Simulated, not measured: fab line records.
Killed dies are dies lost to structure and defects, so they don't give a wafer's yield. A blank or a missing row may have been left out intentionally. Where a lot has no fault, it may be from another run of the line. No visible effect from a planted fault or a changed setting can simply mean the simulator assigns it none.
What tool caused it? | flow gf180mcu | 18 wafers sampled from 6 lots at 1 step of a route of 602

== WHAT THE GAUGES READ, wafer by wafer ==
GF_NWELL_OVL_MEAS_07.
lot  | measured    | on         | NWELL_OVL (nm)
L280 | day 3 17:07 | overlay-01 | 3.3 1.6 1.4
L282 | day 4 05:25 | overlay-01 | 1.9 2.2 2.1
L284 | day 4 17:19 | overlay-02 | -2.3 -0.7 -3.3
L286 | day 5 06:04 | overlay-02 | 1.4 -0.3 -1.1
L292 | day 6 12:10 | overlay-01 | 0.4 -0.3 1.5
L297 | day 7 16:49 | overlay-01 | 2.9 1.0 4.4

== EACH LOT AND THE TOOL THAT RAN IT (in order: tool; ch and the chambers of the sampled wafers; start) ==
Record: no process step prior to these readings.

== THE ANSWER, worked out from the rows above alone ==
Rule: usual is defined by the lots themselves. Put in order of their means at a reading, lots are off if they are a third of the lots or fewer, leave a main group of 4 or more, and stand apart from it by a gap of 3 or more times the standard deviation of the main group's means; of several such gaps the widest counts. A main group is skipped when, at the precision printed for the reading in the tables above, its means are all equal. A lot without any number at a reading at which 4 lots or more have one is off too. The other lots that the step has rows for count as sound.
Across all readings shown, no lot is off: no conclusion can be drawn from this.

== WHAT HAD BEEN PUT IN BY THE SIMULATOR ==
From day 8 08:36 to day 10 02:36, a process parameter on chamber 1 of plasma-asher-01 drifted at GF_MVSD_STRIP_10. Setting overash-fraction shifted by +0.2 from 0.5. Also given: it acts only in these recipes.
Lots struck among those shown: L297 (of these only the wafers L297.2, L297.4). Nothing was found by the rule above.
